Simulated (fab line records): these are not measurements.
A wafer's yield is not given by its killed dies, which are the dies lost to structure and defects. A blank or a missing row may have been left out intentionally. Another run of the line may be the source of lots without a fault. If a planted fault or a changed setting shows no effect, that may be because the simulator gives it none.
fab line records	flow sky130
record: lots: 6	wafers: 17	last_day: 50
route steps=708 shown METAL2@497 VIA2@507 METAL3@532 PAD_OPEN@708
lots that met no fault: taken from a fault-free run of the same line
start_h: the number of hours between the record's first day and the start of the first shown wafer of the lot	wait_h: hours elapsed since this lot's preceding step	" repeats the value in the row above	L1.1+2: several wafers, shown together as one row	- no value, or no start was given	* or withheld: withheld	< > ~ a bound
route shown NAME@n: NAME is a module with steps in the file, n the number in the route of the first one	usual: mean/standard deviation taken from wafers without a fault	same: alike in all rows	chamber/n: place in a boat	sites: per-site readings	_std_site: standard deviation across them	_edge_site: the outer-site mean with the inner-site mean subtracted	radius_mm: how far each site lies from the wafer's centre	mask NAME#n: copy n	behind: the last tool/chamber to shape the wafer	hold: why the lot was held/for how many hours/how that ended	device: transistor that didn't switch, given as n, p or np	end of line: the route-end tests of the same wafers	a step with no rows: only its recipe	killed: at the first sort, the dies lost to defects and structure; wafer yield is something else	map: dies across one wafer; x = killed, . = not, _ = none there
set.NAME: setting as actually run; set.NAME@STEP: the setting as run at that earlier step	model.NAME: the simulator's own value behind a step, which no gauge read
a table for each step, a row for each wafer; lots at some steps of the route
services: a tool's chamber out of use, with start hour (start_h, from the record's first day; less than 0 if before it), hours out, and reason
== steps ==
step: SKY_METAL2_DEVELOP_14
recipe: develop_time_s: 60	resist: KrF-thick	dev_temp_c: 21
step: SKY_METAL2_CD_MEAS_15
recipe: target_cd_nm: 140
usual: cd_nm: 138.9/1.6
lot.wafer	tool	chamber	start_h	wait_h	cd_nm
L858.1	cd_sem-01	-	846.08	-	138.0
L858.2	"	-	"	"	139.1
L858.6	"	-	"	"	137.2
L864.2	cd_sem-02	-	885.75	-	137.3
L864.3	"	-	"	"	138.7
L864.6	"	-	"	"	137.5
L867.2	cd_sem-02	-	905.68	-	138.6
L867.3	"	-	"	"	139.1
L873.1	cd_sem-02	-	948.24	-	140.8
L873.4	"	-	"	"	140.4
L873.5	"	-	"	"	141.2
L877.1	cd_sem-02	-	971.71	-	139.9
L877.3	"	-	"	"	140.1
L877.6	"	-	"	"	140.4
L878.3	cd_sem-01	-	978.59	-	139.8
L878.5	"	-	"	"	140.5
L878.6	"	-	"	"	140.6
step: SKY_METAL2_OVL_MEAS_16
usual: METAL2_OVL: 0/6.7
lot.wafer	tool	chamber	start_h	wait_h	METAL2_OVL[nm]
L858.1	overlay-01	-	846.20	0.1	-3
L858.2	"	-	"	"	-1
L858.6	"	-	"	"	-12
L864.2	overlay-02	-	885.86	0.1	-7
L864.3	"	-	"	"	5
L864.6	"	-	"	"	-11
L867.2	overlay-01	-	905.79	0.1	-15
L867.3	"	-	"	"	-10
L873.1	overlay-01	-	948.36	0.1	-8
L873.4	"	-	"	"	5
L873.5	"	-	"	"	-6
L877.1	overlay-02	-	971.83	0.1	-3
L877.3	"	-	"	"	5
L877.6	"	-	"	"	-3
L878.3	overlay-01	-	978.68	0.1	-2
L878.5	"	-	"	"	0
L878.6	"	-	"	"	-2
step: SKY_METAL2_DESCUM_17
recipe: chemistry: O2	source_power_w: 150	bias_power_w: 0	pressure_mtorr: 10	temp_c: 40	time_s: 8
step: SKY_METAL2_ETCH_18
recipe: chemistry: N2/H2	target: BARC	ion_energy_ev: 200	bias_w: 100	pressure_mtorr: 30	n2_flow_sccm: 100	h2_flow_sccm: 200	icp_w: 500	stop_on: SiO2	time_s: 45.9	target_depth_a: 600
usual: bias_w: 100.0/0.3	drypump_motor_current_A: 5.6/0.6	oes_product_au: 0.854/0.0048	throttle_valve_pct: 13.226/0.0094
lot.wafer	tool	chamber	start_h	wait_h	bias_w	drypump_motor_current_A	oes_product_au	rf_hours_counter_h	throttle_valve_pct
L858.1	rie_metal-04	1	846.27	0.0	99.9	5.0	0.856	18	13.235
L858.2	"	0	"	"	99.4	6.3	0.858	11	13.224
L858.6	"	1	"	"	100.4	5.0	0.853	-	13.228
L864.2	rie_metal-03	0	885.92	0.0	100.4	6.1	0.861	12	13.213
L864.3	"	0	"	"	100.1	6.1	0.862	-	13.221
L864.6	"	0	"	"	100.0	6.1	0.854	-	13.217
L867.2	rie_metal-04	0	905.90	0.1	99.8	6.3	0.851	-	13.251
L867.3	"	0	"	"	100.3	6.3	0.853	-	13.214
L873.1	rie_metal-04	1	948.42	0.0	100.3	5.0	0.858	1	13.236
L873.4	"	0	"	"	99.7	6.3	0.845	-	13.211
L873.5	"	0	"	"	100.1	6.3	0.855	-	13.228
L877.1	rie_metal-01	1	971.90	0.0	100.4	5.1	0.850	1	13.223
L877.3	"	1	"	"	100.3	5.0	0.860	-	13.221
L877.6	"	0	"	"	100.1	4.8	0.863	-	13.209
L878.3	rie_metal-04	0	978.76	0.0	99.9	6.3	0.844	-	13.224
L878.5	"	1	"	"	100.4	5.0	0.858	-	13.229
L878.6	"	0	"	"	100.4	6.3	0.860	-	13.246
step: SKY_METAL2_METAL_ETCH_19
recipe: target_depth_a: 3600	stop_on: SiO2	over_etch_frac: 0.3	time_s: 78	chemistry: Cl2/BCl3	resist_sidewall_deg: 88	pressure_mtorr: 10	icp_w: 900	bias_w: 48.5	Cl2_flow_sccm: 60	bcl3_flow_sccm: 30
usual: bias_w: 48.49/0.12	drypump_motor_current_A: 5.6/0.6	oes_product_au: 0.857/0.0056	throttle_valve_pct: 22.264/0.0086
lot.wafer	tool	chamber	start_h	wait_h	bias_w	drypump_motor_current_A	oes_product_au	rf_hours_counter_h	throttle_valve_pct
L858.1	rie_metal-04	1	846.33	0.0	48.45	5.0	0.843	18	22.269
L858.2	"	0	"	"	48.40	6.3	0.865	11	22.260
L858.6	"	1	"	"	48.65	5.0	0.864	-	22.256
L864.2	rie_metal-03	0	885.99	0.0	48.67	6.1	0.855	12	22.263
L864.3	"	0	"	"	48.67	6.1	0.865	-	22.262
L864.6	"	0	"	"	48.60	6.1	0.854	-	22.266
L867.2	rie_metal-04	0	906.03	0.1	48.26	6.3	0.852	-	22.259
L867.3	"	0	"	"	48.48	6.3	0.862	-	22.267
L873.1	rie_metal-04	1	948.49	0.0	48.48	5.1	0.855	1	22.251
L873.4	"	0	"	"	48.35	6.3	0.854	-	22.276
L873.5	"	0	"	"	48.64	6.3	0.859	-	22.264
L877.1	rie_metal-01	1	971.96	0.0	48.46	5.0	0.863	1	22.257
L877.3	"	1	"	"	48.44	5.0	0.858	-	22.265
L877.6	"	0	"	"	48.60	4.7	0.857	-	22.259
L878.3	rie_metal-04	0	978.83	0.1	48.35	6.3	0.851	-	22.276
L878.5	"	1	"	"	48.57	5.0	0.857	-	22.271
L878.6	"	0	"	"	48.39	6.3	0.854	-	22.265
step: SKY_METAL2_STRIP_20
recipe: chemistry: O2/N2	power_w: 1400	pressure_mtorr: 1500	platen_temp_c: withheld	o2_flow_sccm: 3000	n2_flow_sccm: 300	overash_fraction: 0.5
step: SKY_METAL2_STRIP_21
recipe: chemistry: post_etch_residue_remover	time_s: 1200	temp_c: 72.5
step: SKY_METAL2_CLEAN_22
recipe: chemistry: IPA	time_s: 180	temp_c: 25
step: SKY_METAL2_CLEAN_23
recipe: chemistry: O3/DIW	dry: n2_spin
step: SKY_VIA2_HDPCVD_00
recipe: material: SiO2	target_thk_nm: 1180	sigma_open_frac: 0.3	time_s: 196.7	temp_c: 400	sih4_flow_sccm: 60	pressure_mtorr: 6
step: SKY_VIA2_THK_MEAS_01
recipe: reads: SiO2_of_VIA2_HDPCVD_00
usual: VIA2_HDPCVD_THK: 1186/13
lot.wafer	tool	chamber	start_h	wait_h	VIA2_HDPCVD_THK[nm]
L858.1	film_metro-04	-	847.19	0.1	1181
L858.2	"	-	"	"	1194
L858.6	"	-	"	"	1189
L864.2	film_metro-01	-	886.84	0.1	1184
L864.3	"	-	"	"	1172
L864.6	"	-	"	"	1195
L867.2	film_metro-02	-	907.01	0.1	1197
L867.3	"	-	"	"	1191
L873.1	film_metro-02	-	949.29	0.1	1200
L873.4	"	-	"	"	1191
L873.5	"	-	"	"	1204
L877.1	film_metro-01	-	972.87	0.1	1176
L877.3	"	-	"	"	1189
L877.6	"	-	"	"	1183
L878.3	film_metro-01	-	979.98	0.1	1177
L878.5	"	-	"	"	1193
L878.6	"	-	"	"	1174
step: SKY_VIA2_CMP_02
recipe: material: SiO2	down_force_psi: 4	platen_rpm: 60	pad_velocity_m_s: 0.94248
usual: motor_current_A: 12.6/2.1
lot.wafer	tool	chamber	start_h	wait_h	motor_current_A	model.SiO2_of_VIA2_HDPCVD_00.thk_nm
L858.1	cmp-01	2	847.30	0.1	17.1	494.9
L858.2	"	0	"	"	10.3	493.8
L858.6	"	1	"	"	11.0	493.1
L864.3	cmp-02	1	886.99	0.1	14.2	616.9
L864.2	"	2	"	"	11.0	495.1
L864.6	"	1	"	"	13.6	616.7
L867.2	cmp-02	1	907.11	0.1	13.7	493
L867.3	"	3	"	"	14.1	616.9
L873.1	cmp-01	1	949.35	0.1	10.7	493.5
L873.4	"	2	"	"	17.1	495.2
L873.5	"	2	"	"	17.0	493.5
L877.3	cmp-02	0	973.03	0.1	11.7	493.2
L877.1	"	1	"	"	13.9	493.2
L877.6	"	3	"	"	14.0	494.2
L878.3	cmp-01	2	980.07	0.1	17.1	495.6
L878.5	"	1	"	"	10.8	493.7
L878.6	"	2	"	"	16.6	495
step: SKY_VIA2_BOW_MEAS_03
recipe: mode: bow
usual: VIA2_BOW: 86/6.9
lot.wafer	tool	chamber	start_h	wait_h	VIA2_BOW[um]
L858.1	film_metro-02	-	847.55	0.2	87
L858.2	"	-	"	"	87
L858.6	"	-	"	"	80
L864.2	film_metro-02	-	887.31	0.2	76
L864.3	"	-	"	"	94
L864.6	"	-	"	"	101
L867.2	film_metro-04	-	907.38	0.2	82
L867.3	"	-	"	"	87
L873.1	film_metro-04	-	949.65	0.2	96
L873.4	"	-	"	"	83
L873.5	"	-	"	"	81
L877.1	film_metro-01	-	973.23	0.1	79
L877.3	"	-	"	"	78
L877.6	"	-	"	"	76
L878.3	film_metro-04	-	980.36	0.2	85
L878.5	"	-	"	"	75
L878.6	"	-	"	"	98
step: SKY_VIA2_DEHYDRATE_04
recipe: temp_c: 200	time_s: 60
step: SKY_VIA2_HMDS_05
recipe: prime_time_s: 60	prime_temp_c: 120
step: SKY_VIA2_COAT_06
recipe: resist: BARC	temp_c: withheld	time_s: withheld	spin_rpm: 3000	resist_thk_nm: 60
step: SKY_VIA2_COAT_07
recipe: resist: KrF-thick	spin_rpm: 3000	resist_thk_nm: 450
step: SKY_VIA2_SOFTBAKE_08
recipe: temp_c: 100	time_s: 90	resist: KrF-thick
step: SKY_VIA2_EXPOSE_09
recipe: mask_id: VIM2	na: 0.8	source_shape: annular	sigma_inner: 0.55	sigma_outer: 0.85	target_cd_nm: 200	dose_mj: 38
step: SKY_VIA2_PEB_10
recipe: peb_temp_c: withheld	peb_time_s: withheld	resist: KrF-thick
step: SKY_VIA2_DEVELOP_11
recipe: develop_time_s: 60	resist: KrF-thick	dev_temp_c: 21
step: SKY_VIA2_CD_MEAS_12
recipe: target_cd_nm: 200
usual: cd_nm: 200.3/1.6
lot.wafer	tool	chamber	start_h	wait_h	cd_nm
L858.1	cd_sem-01	-	872.31	-	197.4
L858.2	"	-	"	"	199.6
L858.6	"	-	"	"	199.1
L864.2	cd_sem-01	-	912.53	-	198.8
L864.3	"	-	"	"	197.4
L864.6	"	-	"	"	197.3
L867.2	cd_sem-02	-	931.60	-	201.0
L867.3	"	-	"	"	200.1
L873.1	cd_sem-02	-	973.21	-	200.2
L873.4	"	-	"	"	201.0
L873.5	"	-	"	"	198.9
L877.1	cd_sem-01	-	996.87	-	196.2
L877.3	"	-	"	"	197.8
L877.6	"	-	"	"	198.4
L878.3	cd_sem-01	-	1004.03	-	200.8
L878.5	"	-	"	"	199.9
L878.6	"	-	"	"	198.8
step: SKY_VIA2_OVL_MEAS_13
usual: VIA2_OVL: 1/5.6
lot.wafer	tool	chamber	start_h	wait_h	VIA2_OVL[nm]
L858.1	overlay-02	-	872.43	0.1	0
L858.2	"	-	"	"	8
L858.6	"	-	"	"	6
L864.2	overlay-01	-	912.64	0.1	2
L864.3	"	-	"	"	1
L864.6	"	-	"	"	0
L867.2	overlay-02	-	931.71	0.1	-5
L867.3	"	-	"	"	-14
L873.1	overlay-02	-	973.33	0.1	-12
L873.4	"	-	"	"	-8
L873.5	"	-	"	"	-10
L877.1	overlay-01	-	996.99	0.1	-3
L877.3	"	-	"	"	-9
L877.6	"	-	"	"	-5
L878.3	overlay-02	-	1004.12	0.1	0
L878.5	"	-	"	"	-2
L878.6	"	-	"	"	4
step: SKY_VIA2_ETCH_14
recipe: chemistry: N2/H2	target: BARC	ion_energy_ev: 200	source_w: 500	bias_w: 100	pressure_mtorr: 30	n2_flow_sccm: 100	h2_flow_sccm: 200	stop_on: SiO2	time_s: 45.9	target_depth_a: 600
usual: bias_w: 100.1/0.32	drypump_motor_current_A: 5.9/0.45	oes_product_au: 0.854/0.0042	throttle_valve_pct: 13.225/0.0086
lot.wafer	tool	chamber	start_h	wait_h	bias_w	drypump_motor_current_A	oes_product_au	rf_hours_counter_h	throttle_valve_pct
L858.1	rie_diel-03	2	872.47	0.0	100.3	6.2	0.853	20	13.222
L858.2	"	3	"	"	100.2	5.7	0.847	17	13.240
L858.6	"	3	"	"	100.0	5.8	0.857	-	13.222
L864.2	rie_diel-04	2	912.67	0.0	100.1	5.7	0.854	15	13.211
L864.3	"	1	"	"	100.6	6.5	0.854	8	13.245
L864.6	"	0	"	"	100.7	6.4	0.847	-	13.226
L867.2	rie_diel-03	3	931.74	0.0	100.1	5.7	0.847	19	13.226
L867.3	"	2	"	"	100.5	6.2	0.850	22	13.222
L873.1	rie_diel-03	2	973.37	0.0	99.9	6.2	0.858	23	13.227
L873.4	"	3	"	"	100.0	5.7	0.854	21	13.218
L873.5	"	1	"	"	99.8	5.2	0.855	-	13.216
L877.1	rie_diel-03	0	997.03	0.0	99.8	6.4	0.855	22	13.212
L877.3	"	3	"	"	100.2	5.7	0.858	21	13.228
L877.6	"	1	"	"	100.1	5.2	0.851	-	13.211
L878.3	rie_diel-02	3	1004.15	0.0	100.2	6.1	0.852	27	13.240
L878.5	"	2	"	"	100.2	5.4	0.844	-	13.223
L878.6	"	3	"	"	100.3	6.2	0.854	-	13.214
step: SKY_VIA2_ETCH_15
recipe: target: SiO2	chemistry: C4F8/O2/Ar	target_depth_nm: 546	stop_on: TiN	mask_material: KrF-thick	source_w: 1500	bias_w: 1200	pressure_mtorr: 40	c4f8_flow_sccm: withheld	O2_flow_sccm: 6	Ar_flow_sccm: 300	time_s: 84
usual: bias_w: 1199/3.7	oes_product_au: 0.940/0.0047
lot.wafer	tool	chamber	start_h	wait_h	bias_w	oes_product_au	rf_hours_counter_h	model.VIA2.feature_depth_nm	model.etch.depth_nm
L858.1	rie_diel-03	2	872.51	0.0	1198	0.938	20	494.9	494.9
L858.2	"	3	"	"	1200	0.946	17	493.8	493.8
L858.6	"	3	"	"	1206	0.929	-	493.1	493.1
L864.2	rie_diel-04	2	912.71	0.0	1201	0.937	15	495.1	495.1
L864.3	"	1	"	"	1199	1.018	8	556.7	556.7
L864.6	"	0	"	"	1197	0.995	-	540.5	540.5
L867.2	rie_diel-03	3	931.78	0.0	1196	0.939	19	493	493
L867.3	"	2	"	"	1200	0.989	22	538.8	538.8
L873.1	rie_diel-03	2	973.41	0.0	1200	0.939	23	493.5	493.5
L873.4	"	3	"	"	1199	0.943	21	495.2	495.2
L873.5	"	1	"	"	1200	0.938	-	493.5	493.5
L877.1	rie_diel-03	0	997.07	0.0	1198	0.938	22	493.2	493.2
L877.3	"	3	"	"	1196	0.948	21	493.2	493.2
L877.6	"	1	"	"	1199	0.945	-	494.2	494.2
L878.3	rie_diel-02	3	1004.19	0.0	1199	0.942	27	495.6	495.6
L878.5	"	2	"	"	1199	0.935	-	493.7	493.7
L878.6	"	3	"	"	1193	0.941	-	495	495
step: SKY_VIA2_STRIP_16
recipe: chemistry: O2/N2	power_w: 1400	pressure_mtorr: 1500	platen_temp_c: withheld	o2_flow_sccm: 3000	n2_flow_sccm: 300	overash_fraction: 0.5
usual: drypump_motor_current_A: 5.9/0.3	oes_product_au: 0.398/0.005	strip_time_to_endpoint_s: 4.042/0.025
lot.wafer	tool	chamber	start_h	wait_h	drypump_motor_current_A	oes_product_au	rf_hours_counter_h	strip_time_to_endpoint_s
L858.1	plasma_asher-01	0	872.57	0.0	5.9	0.398	45	4.046
L858.2	"	1	"	"	6.2	0.398	45	4.051
L858.6	"	1	"	"	6.2	0.391	-	4.030
L864.2	plasma_asher-01	1	912.77	0.0	6.2	0.390	49	4.044
L864.3	"	0	"	"	5.9	0.387	-	4.028
L864.6	"	0	"	"	5.9	0.404	-	4.076
L867.2	plasma_asher-03	1	931.85	0.0	5.3	0.391	17	4.056
L867.3	"	0	"	"	6.1	0.405	-	4.062
L873.1	plasma_asher-02	1	973.47	0.0	5.8	0.405	85	4.090
L873.4	"	0	"	"	5.8	0.402	-	4.068
L873.5	"	0	"	"	5.8	0.400	-	4.055
L877.1	plasma_asher-02	1	997.13	0.0	5.8	0.393	87	4.034
L877.3	"	1	"	"	5.7	0.401	-	4.053
L877.6	"	0	"	"	5.9	0.406	-	4.077
L878.3	plasma_asher-01	0	1004.28	0.1	5.9	0.400	-	4.025
L878.5	"	0	"	"	5.9	0.393	-	4.014
L878.6	"	1	"	"	6.2	0.398	-	4.036
step: SKY_VIA2_STRIP_17
recipe: chemistry: post_etch_residue_remover	time_s: 1200	temp_c: 72.5
step: SKY_VIA2_CLEAN_18
recipe: chemistry: IPA	time_s: 180	temp_c: 25
step: SKY_VIA2_CLEAN_19
recipe: chemistry: O3/DIW	dry: n2_spin
step: SKY_VIA2_SPUTTER_20
recipe: material: TiN	target_thk_nm: 20	chamber_pressure_pa: 5	power_w: 4000	time_s: 80
step: SKY_VIA2_CVD_21
recipe: material: W	target_thk_nm: 420	time_s: 126.4	temp_c: 400	pressure_torr: 40
step: SKY_VIA2_CMP_24
recipe: stop_on: SiO2	t_overpolish_s: 20	down_force_psi: 3.5	platen_rpm: 60	target_thk_nm: 0	pad_velocity_m_s: 0.94248
usual: motor_current_A: 11.6/1.9
lot.wafer	tool	chamber	start_h	wait_h	motor_current_A	model.SiO2_of_VIA2_HDPCVD_00.thk_nm
L858.1	cmp-01	2	873.67	0.1	15.8	490.5
L858.2	"	3	"	"	11.2	489.4
L858.6	"	0	"	"	9.8	488.7
L864.3	cmp-02	1	913.85	0.1	13.2	612.5
L864.2	"	3	"	"	12.7	490.7
L864.6	"	1	"	"	12.6	612.3
L867.2	cmp-01	2	932.81	0.0	15.5	488.6
L867.3	"	3	"	"	11.4	612.5
L873.1	cmp-01	0	974.48	0.1	9.4	489.1
L873.4	"	1	"	"	10.2	490.8
L873.5	"	3	"	"	11.2	489.1
L877.1	cmp-01	2	998.18	0.1	15.7	488.8
L877.3	"	3	"	"	11.0	488.8
L877.6	"	1	"	"	9.8	489.8
L878.3	cmp-01	0	1005.31	0.1	9.3	491.2
L878.6	"	2	"	"	15.6	490.6
L878.5	"	3	"	"	10.9	489.3
step: SKY_METAL3_SPUTTER_00
recipe: material: Ti	target_thk_nm: 15	power_w: 3000	time_s: 10	chamber_pressure_pa: 0.4
usual: cathode_dc_power_W: 2999.9/0.58	throttle_valve_pct: 29.8/1.1
lot.wafer	tool	chamber	start_h	wait_h	cathode_dc_power_W	throttle_valve_pct
L858.1	pvd_sputter-01	-	873.87	0.1	2999.2	30.5
L858.2	"	-	"	"	2998.9	28.7
L858.6	"	-	"	"	2999.4	29.2
L864.2	pvd_sputter-03	-	914.10	0.1	3000.4	31.1
L867.2	pvd_sputter-01	-	933.11	0.2	3000.0	30.9
L873.1	pvd_sputter-03	-	974.73	0.2	3000.8	29.4
L873.4	"	-	"	"	3000.3	29.0
L873.5	"	-	"	"	3000.1	29.1
L877.1	pvd_sputter-04	-	998.43	0.2	2999.6	30.7
L877.3	"	-	"	"	3000.0	32.0
L877.6	"	-	"	"	2999.0	32.4
L878.3	pvd_sputter-03	-	1005.51	0.1	3000.0	29.8
L878.5	"	-	"	"	2999.6	29.7
L878.6	"	-	"	"	3000.0	28.9
step: SKY_METAL3_SPUTTER_01
recipe: material: TiN	target_thk_nm: 20	power_w: 6500	time_s: 16.7	chamber_pressure_pa: 0.4
usual: cathode_dc_power_W: 6499.9/1.1	throttle_valve_pct: 29.8/1.1
lot.wafer	tool	chamber	start_h	wait_h	cathode_dc_power_W	throttle_valve_pct
L858.1	pvd_sputter-01	-	873.90	0.0	6499.9	30.6
L858.2	"	-	"	"	6501.9	28.8
L858.6	"	-	"	"	6499.2	29.2
L864.2	pvd_sputter-03	-	914.12	0.0	6500.0	30.9
L867.2	pvd_sputter-01	-	933.13	0.0	6501.6	30.7
L873.1	pvd_sputter-03	-	974.76	0.0	6499.3	29.1
L873.4	"	-	"	"	6501.1	29.4
L873.5	"	-	"	"	6500.7	29.4
L877.1	pvd_sputter-04	-	998.46	0.0	6500.7	30.8
L877.3	"	-	"	"	6500.7	32.0
L877.6	"	-	"	"	6500.4	32.1
L878.3	pvd_sputter-03	-	1005.54	0.0	6500.3	29.7
L878.5	"	-	"	"	6499.5	29.7
L878.6	"	-	"	"	6501.3	29.3
step: SKY_METAL3_SPUTTER_02
recipe: material: AlCu	target_thk_nm: 735	power_w: 10600	time_s: 39.1	chamber_pressure_pa: 0.4
usual: cathode_dc_power_W: 10600/1.8	throttle_valve_pct: 29.8/1.1
lot.wafer	tool	chamber	start_h	wait_h	cathode_dc_power_W	throttle_valve_pct
L858.1	pvd_sputter-01	-	873.92	0.0	10602	30.8
L858.2	"	-	"	"	10601	28.7
L858.6	"	-	"	"	10600	29.4
L864.2	pvd_sputter-03	-	914.14	0.0	10599	31.2
L867.2	pvd_sputter-01	-	933.16	0.0	10598	30.8
L873.1	pvd_sputter-03	-	974.78	0.0	10599	29.2
L873.4	"	-	"	"	10600	29.1
L873.5	"	-	"	"	10598	29.2
L877.1	pvd_sputter-04	-	998.48	0.0	10602	30.6
L877.3	"	-	"	"	10600	32.0
L877.6	"	-	"	"	10601	32.0
L878.3	pvd_sputter-03	-	1005.56	0.0	10600	29.7
L878.5	"	-	"	"	10601	29.4
L878.6	"	-	"	"	10601	29.3
step: SKY_PAD_OPEN_PROBE_99
lot.wafer	tool	chamber	start_h	wait_h	model.etest.sram_nfet_pass.open	model.etest.sonos_erased.open	model.etest.diode_pwell_dnwell.under_floor	model.etest.nfet_16v.open	model.etest.res_pwell_under_gate.open	model.etest.tip_n.open	model.etest.tip_p.open	model.etest.res_li.open
L858.1+2+6	prober-02	-	1096.51	0.1	0	0	0	0	0	0	0	0
L864.2	prober-01	-	1127.15	0.1	0	0	0	0	0	0	0	0
L864.3+6	prober-01	-	1127.20	0.2	1	1	1	1	1	1	1	1
L867.2	prober-02	-	1143.69	0.1	0	0	0	0	0	0	0	0
L867.3	prober-02	-	1143.74	0.2	1	1	1	1	1	1	1	1
L873.1+4+5	prober-01	-	1176.13	0.1	0	0	0	0	0	0	0	0
L877.1+3+6	prober-01	-	1192.91	0.1	0	0	0	0	0	0	0	0
L878.3+5+6	prober-01	-	1196.38	0.2	0	0	0	0	0	0	0	0
killed by level:class
L858.1 CONTACT:geometric_particle:open=13 VIA2:geometric_particle:open=7 METAL1:geometric_particle:short=6 LI_CONTACT:geometric_particle:short=5 LI_CONTACT:geometric_particle:open=5 LOCAL_INTERCONNECT:geometric_particle:short=5 CONTACT:geometric_particle:short=5 VIA3:geometric_particle:open=5
L858.2 METAL1:geometric_particle:short=8 CONTACT:geometric_particle:open=7 VIA3:geometric_particle:open=6 METAL2:geometric_particle:short=6 VIA2:geometric_particle:open=6 LI_CONTACT:geometric_particle:open=5 FIELD_ISO:geometric_particle:short=4 POLY_GATE:geometric_particle:open=4
L858.6 LI_CONTACT:geometric_particle:open=10 VIA1:geometric_particle:open=10 CONTACT:geometric_particle:open=8 CONTACT:geometric_particle:short=7 METAL4:geometric_particle:short=6 POLY_GATE:geometric_particle:short=5 METAL2:geometric_particle:short=5 VIA3:geometric_particle:open=5
L873.1 VIA1:geometric_particle:open=9 VIA3:geometric_particle:open=8 VIA2:geometric_particle:open=7 LI_CONTACT:geometric_particle:open=6 CONTACT:geometric_particle:open=5 POLY_GATE:geometric_particle:open=4 METAL1:geometric_particle:short=4 METAL2:geometric_particle:short=4
L873.4 CONTACT:geometric_particle:open=11 VIA1:geometric_particle:open=9 FIELD_ISO:geometric_particle:short=6 POLY_GATE:geometric_particle:short=6 VIA3:geometric_particle:open=5 LI_CONTACT:geometric_particle:open=5 METAL2:geometric_particle:short=5 METAL1:geometric_particle:short=4
L873.5 LOCAL_INTERCONNECT:geometric_particle:short=9 CONTACT:geometric_particle:open=8 METAL1:geometric_particle:short=8 VIA2:geometric_particle:short=7 LI_CONTACT:geometric_particle:open=6 METAL2:geometric_particle:short=6 VIA1:geometric_particle:open=5 VIA2:geometric_particle:open=5
L877.1 CONTACT:geometric_particle:open=12 VIA1:geometric_particle:open=11 LI_CONTACT:geometric_particle:open=11 VIA2:geometric_particle:open=7 METAL1:geometric_particle:short=6 POLY_GATE:geometric_particle:open=5 METAL3:geometric_particle:short=5 VIA3:geometric_particle:open=5
L877.3 VIA1:geometric_particle:open=10 CONTACT:geometric_particle:open=8 LI_CONTACT:geometric_particle:open=7 METAL3:geometric_particle:short=6 VIA3:geometric_particle:open=5 POLY_GATE:geometric_particle:open=4 VIA2:geometric_particle:open=4 METAL1:geometric_particle:short=4
L877.6 CONTACT:geometric_particle:open=15 METAL1:geometric_particle:short=7 METAL2:geometric_particle:short=7 VIA1:geometric_particle:open=6 FIELD_ISO:geometric_particle:open=4 LI_CONTACT:geometric_particle:open=4 CONTACT:geometric_particle:short=4 VIA1:geometric_particle:short=4
L878.3 LI_CONTACT:geometric_particle:open=14 CONTACT:geometric_particle:open=9 VIA1:geometric_particle:open=8 METAL2:geometric_particle:short=8 VIA3:geometric_particle:open=6 FIELD_ISO:geometric_particle:open=5 POLY_GATE:geometric_particle:short=5 VIA2:geometric_particle:open=5
L878.5 CONTACT:geometric_particle:short=9 LI_CONTACT:geometric_particle:open=8 VIA1:geometric_particle:open=8 METAL2:geometric_particle:short=7 POLY_GATE:geometric_particle:open=5 POLY_GATE:geometric_particle:short=4 CONTACT:geometric_particle:open=4 METAL4:geometric_particle:short=4
L878.6 VIA1:geometric_particle:open=13 CONTACT:geometric_particle:open=11 VIA3:geometric_particle:open=8 METAL1:geometric_particle:short=7 METAL2:geometric_particle:short=7 CONTACT:geometric_particle:short=6 VIA1:geometric_particle:short=6 METAL3:geometric_particle:short=5
== services ==
tool	chamber	start_h	hours	kind
plasma_asher-01	-	834.80	2.2	repair
rie_diel-04	-	843.61	1.6	repair
plasma_asher-02	-	851.03	0.5	repair
rie_diel-03	1	858.35	1.2	repair
rie_metal-04	0	858.71	23.8	repair
cmp-01	-	860.38	0.3	repair
plasma_asher-02	-	861.75	1.2	repair
rie_diel-04	2	867.99	9.0	repair
rie_diel-03	3	868.54	2.5	repair
pvd_sputter-03	-	869.83	7.2	repair
rie_diel-04	1	873.05	6.6	repair
cmp-01	-	884.03	6.3	pm
cmp-02	-	903.55	0.6	repair
cmp-01	-	912.46	4.0	pm
pvd_sputter-04	-	914.77	0.9	repair
rie_metal-04	-	916.82	2.8	pm
pvd_sputter-04	-	925.15	19.3	repair
cmp-01	-	937.22	11.2	pm
pvd_sputter-03	-	960.10	5.2	repair
cmp-02	-	976.79	14.1	pm
rie_diel-03	-	978.66	2.8	pm
pvd_sputter-01	-	989.16	0.9	repair
cmp-02	-	990.93	4.3	pm
rie_metal-04	0	990.98	7.1	repair
== key ==
first_sign: step: SKY_VIA2_ETCH_15	reading: oes_product_au	direction: up	sigmas: 13	usual: 0.940	struck: 1.001
effect: step: SKY_METAL3_SPUTTER_00	reading: visit	direction: missing
effect: step: SKY_METAL3_SPUTTER_01	reading: visit	direction: missing
effect: step: SKY_METAL3_SPUTTER_02	reading: visit	direction: missing
model_effect: step: SKY_VIA2_CMP_02	value: SiO2_of_VIA2_HDPCVD_00.thk_nm	without: 493.1	struck: 616.8
model_effect: step: SKY_VIA2_ETCH_15	value: VIA2.feature_depth_nm	without: 493.1	struck: 545.3
model_effect: step: SKY_VIA2_CMP_24	value: SiO2_of_VIA2_HDPCVD_00.thk_nm	without: 488.7	struck: 612.4
model_effect: step: SKY_PAD_OPEN_PROBE_99	value: etest.sram_nfet_pass.open	without: 0	struck: 1
met_at SKY_VIA2_CMP_02
struck_wafers L864.3,L864.6,L867.3
later_rows_left_out L864.3,L864.6,L867.3
sort_left_out L864.3,L864.6,L867.3
fault: kind: process_parameter_drift	tool: cmp-02	chamber: -	onset_h: 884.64	steps: SKY_VIA2_CMP_02	channel: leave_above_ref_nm	offset: 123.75	shape: step	end_h: 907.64	scope: struck_wafers_only	acts_in: these_recipes_only	stated: 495
sort_left_out: the simulated sort isn't trusted on such a fault, so these wafers' sort isn't shown, and their yield isn't known
later_rows_left_out: the simulator's readings of these wafers behind a module that went badly wrong aren't trusted and aren't shown, but for the sort
